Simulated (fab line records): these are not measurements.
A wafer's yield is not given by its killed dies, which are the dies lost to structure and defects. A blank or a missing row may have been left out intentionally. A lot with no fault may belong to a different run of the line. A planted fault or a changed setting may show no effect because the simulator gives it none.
What tool caused it? | flow gf180mcu | Sampling: 13 lots, 39 wafers, 5 of 602 route steps

## WHAT THE GAUGES SHOWED, per wafer
GF_SAB_THK_MEAS_01. Usual: SAB_CVD_00_THK 50.1 nm, standard deviation 0.74.
lot  | measured     | on           | SAB_CVD_00_THK (nm) | flag
L802 | day 14 09:02 | filmMetro-02 | 49.3 51.5 50.4      | 
L804 | day 15 03:32 | filmMetro-03 | 50.0 50.5 50.4      | 
L805 | day 15 12:35 | filmMetro-03 | 50.4 50.1 51.1      | 
L807 | day 16 12:53 | filmMetro-03 | 50.6 51.1 50.1      | 
L808 | day 16 21:08 | filmMetro-02 | 49.4 50.9 51.2      | 
L809 | day 17 03:06 | filmMetro-01 | 49.5 50.8 49.6      | 
L811 | day 17 14:50 | filmMetro-02 | 49.3 50.0 51.1      | 
L813 | day 18 10:39 | filmMetro-03 | 49.8 51.6 50.6      | 
L814 | day 18 20:59 | filmMetro-01 | 48.2 49.9 49.9      | 
L819 | day 20 20:35 | filmMetro-01 | 39.7 38.8 39.8      | OFF
L820 | day 21 01:53 | filmMetro-02 | 38.4 38.9 39.2      | OFF
L822 | day 21 16:26 | filmMetro-03 | 49.3 49.5 51.0      | 
L823 | day 21 23:42 | filmMetro-02 | 49.1 49.6 50.4      | 

GF_SALICIDE_THK_MEAS_05: measures by xrf. Usual: SALICIDE_TIN_THK 19.9 nm, standard deviation 0.31.
lot  | measured     | on           | SALICIDE_TIN_THK (nm) | flag
L802 | day 15 07:21 | filmMetro-04 | 19.9 20.2 20.0        | 
L804 | day 16 01:06 | filmMetro-04 | 19.7 19.9 19.8        | 
L805 | day 16 11:02 | filmMetro-03 | 19.6 19.9 19.8        | 
L807 | day 17 12:35 | filmMetro-02 | 19.5 19.5 19.4        | 
L808 | day 17 19:50 | filmMetro-03 | 20.1 20.0 20.0        | 
L809 | day 18 01:57 | filmMetro-02 | 19.5 19.1 19.4        | 
L811 | day 18 14:13 | filmMetro-04 | 20.0 20.1 19.9        | 
L813 | day 19 10:30 | filmMetro-03 | 19.8 19.9 19.8        | 
L814 | day 19 21:21 | filmMetro-02 | 19.6 19.7 19.5        | 
L819 | day 21 21:20 | filmMetro-04 | 20.4 20.2 20.5        | 
L820 | day 22 02:20 | filmMetro-03 | 20.1 20.2 20.1        | 
L822 | day 22 16:29 | filmMetro-04 | 20.1 19.8 19.6        | 
L823 | day 23 00:32 | filmMetro-04 | 19.8 20.1 19.8        | 

GF_CONTACT_BOW_MEAS_05. Usual: CONTACT_BOW 67 um, standard deviation 6.4.
lot  | measured     | on           | CONTACT_BOW (um) | flag
L802 | day 15 08:15 | filmMetro-04 | 76 50 69         | 
L804 | day 16 01:59 | filmMetro-01 | 70 61 70         | 
L805 | day 16 11:56 | filmMetro-01 | 72 66 69         | 
L807 | day 17 13:29 | filmMetro-04 | 61 56 66         | 
L808 | day 17 20:44 | filmMetro-04 | 73 76 62         | 
L809 | day 18 02:52 | filmMetro-03 | 72 65 68         | 
L811 | day 18 15:07 | filmMetro-04 | 60 70 65         | 
L813 | day 19 11:24 | filmMetro-03 | 62 55 71         | 
L814 | day 19 22:14 | filmMetro-04 | 76 66 70         | 
L819 | day 21 22:14 | filmMetro-04 | 67 76 65         | 
L820 | day 22 03:41 | filmMetro-04 | 57 75 63         | 
L822 | day 22 17:28 | filmMetro-01 | 66 68 58         | 
L823 | day 23 01:26 | filmMetro-03 | 63 63 71         | 

## TOOL THAT RAN EACH LOT (tool first, then ch and the chambers of the sampled wafers, then the start)
lot  | GF_SAB_CVD_00                   | GF_SALICIDE_SPUTTER_03
L802 | pecvd-04 ch 0,1, day 14 09:00   | pvdSputter-01, day 15 07:12
L804 | pecvd-04 ch 0,2, day 15 03:31   | pvdSputter-03, day 16 00:56
L805 | pecvd-01 ch 0,1, day 15 12:34   | pvdSputter-03, day 16 10:53
L807 | pecvd-01 ch 1,2, day 16 12:52   | pvdSputter-03, day 17 12:25
L808 | pecvd-04 ch 0,1,2, day 16 21:06 | pvdSputter-04, day 17 19:41
L809 | pecvd-02 ch 0,1,2, day 17 03:03 | pvdSputter-03, day 18 01:48
L811 | pecvd-01 ch 0,1, day 17 14:49   | pvdSputter-01, day 18 14:04
L813 | pecvd-04 ch 0,2, day 18 10:37   | pvdSputter-03, day 19 10:20
L814 | pecvd-02 ch 0,2, day 18 20:58   | pvdSputter-03, day 19 21:12
L819 | pecvd-02 ch 0,2, day 20 20:33   | pvdSputter-01, day 21 21:11
L820 | pecvd-02 ch 0,1, day 21 01:52   | pvdSputter-01, day 22 02:11
L822 | pecvd-04 ch 0,1, day 21 16:24   | pvdSputter-04, day 22 16:20
L823 | pecvd-01 ch 0,1, day 21 23:40   | pvdSputter-04, day 23 00:23
- GF_SAB_CVD_00: deposits SiO2 from TEOS, target thk 50 nm, time 4.9302 s.
- GF_SALICIDE_SPUTTER_03: material TiN, target thk 20 nm, time 16.7 s.

## AS READ BY THE TOOLS THEMSELVES (means over the sampled wafers that have a number; for cases with no such wafer, the mark the record gives instead)
GF_SAB_CVD_00. Usual: heaterPowerW reads 677 W (standard deviation 80).
lot  | tool     | heaterPowerW (W) | flag
L802 | pecvd-04 | 670              | 
L804 | pecvd-04 | 750              | 
L805 | pecvd-01 | 733              | 
L807 | pecvd-01 | 696              | 
L808 | pecvd-04 | 764              | 
L809 | pecvd-02 | 594              | 
L811 | pecvd-01 | 696              | 
L813 | pecvd-04 | 705              | 
L814 | pecvd-02 | 636              | 
L819 | pecvd-02 | 627              | 
L820 | pecvd-02 | 627              | 
L822 | pecvd-04 | 692              | 
L823 | pecvd-01 | 690              | 

GF_SALICIDE_SPUTTER_03. Usual: cathodeDcPowerW 6500.0 W, standard deviation 1.4; chamberPressurePa 0.4000 Pa, standard deviation 0.00077; throttleValvePct 29.9 %, standard deviation 0.9.
lot  | tool          | cathodeDcPowerW (W) | chamberPressurePa (Pa) | throttleValvePct (%) | flag
L802 | pvdSputter-01 | 6500.7              | 0.3999                 | 30.2                 | 
L804 | pvdSputter-03 | 6500.4              | 0.3997                 | 29.0                 | 
L805 | pvdSputter-03 | 6501.0              | 0.3993                 | 28.8                 | 
L807 | pvdSputter-03 | 6501.3              | 0.3999                 | 28.4                 | 
L808 | pvdSputter-04 | 6500.0              | 0.4000                 | 31.0                 | 
L809 | pvdSputter-03 | 6500.5              | 0.3999                 | 29.8                 | 
L811 | pvdSputter-01 | 6500.3              | 0.3997                 | 29.7                 | 
L813 | pvdSputter-03 | 6501.3              | 0.3993                 | 28.5                 | 
L814 | pvdSputter-03 | 6499.4              | 0.4002                 | 29.8                 | 
L819 | pvdSputter-01 | 6498.6              | 0.3997                 | 29.8                 | 
L820 | pvdSputter-01 | 6499.5              | 0.4003                 | 30.3                 | 
L822 | pvdSputter-04 | 6501.3              | 0.4005                 | 31.3                 | 
L823 | pvdSputter-04 | 6498.5              | 0.4001                 | 30.8                 | 

## THE ANSWER, worked out from the rows above alone
Rule: a lot is off if the mean of its wafers that have a number lies more than 3 standard deviations from the usual mean. Also off: a lot with no number at a reading for which 4 or more lots have one. Any other lot the step has rows for is counted as sound. The gauges are gone through in route order, then the tools' own readings, and for those a lot's mean is taken as printed above. At the first step where some lot is off, the reading lying furthest off is the one used; lots without a number count as furthest.
Off: at GF_SAB_THK_MEAS_01 (SAB_CVD_00_THK), L819, L820.
A tool fits if, at a process step before that reading, it ran every lot that is off, and no sound lot after the first of them. Those tools and the gauges at GF_SAB_THK_MEAS_01 are tried in the same way. One fits: GF_SAB_CVD_00 on pecvd-02. A fault onset in the window from L814 (day 18 20:58, its last sound lot) to L819 (day 20 20:33, its first lot off) fits.

## WHAT THE SIMULATOR HAD PUT IN
Site profile drift: pecvd-02, from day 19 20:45 on, at GF_SAB_CVD_00. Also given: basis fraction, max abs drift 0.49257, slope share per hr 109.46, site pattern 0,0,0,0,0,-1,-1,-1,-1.
Lots struck among those shown: L819, L820. Same finding as the rule above.
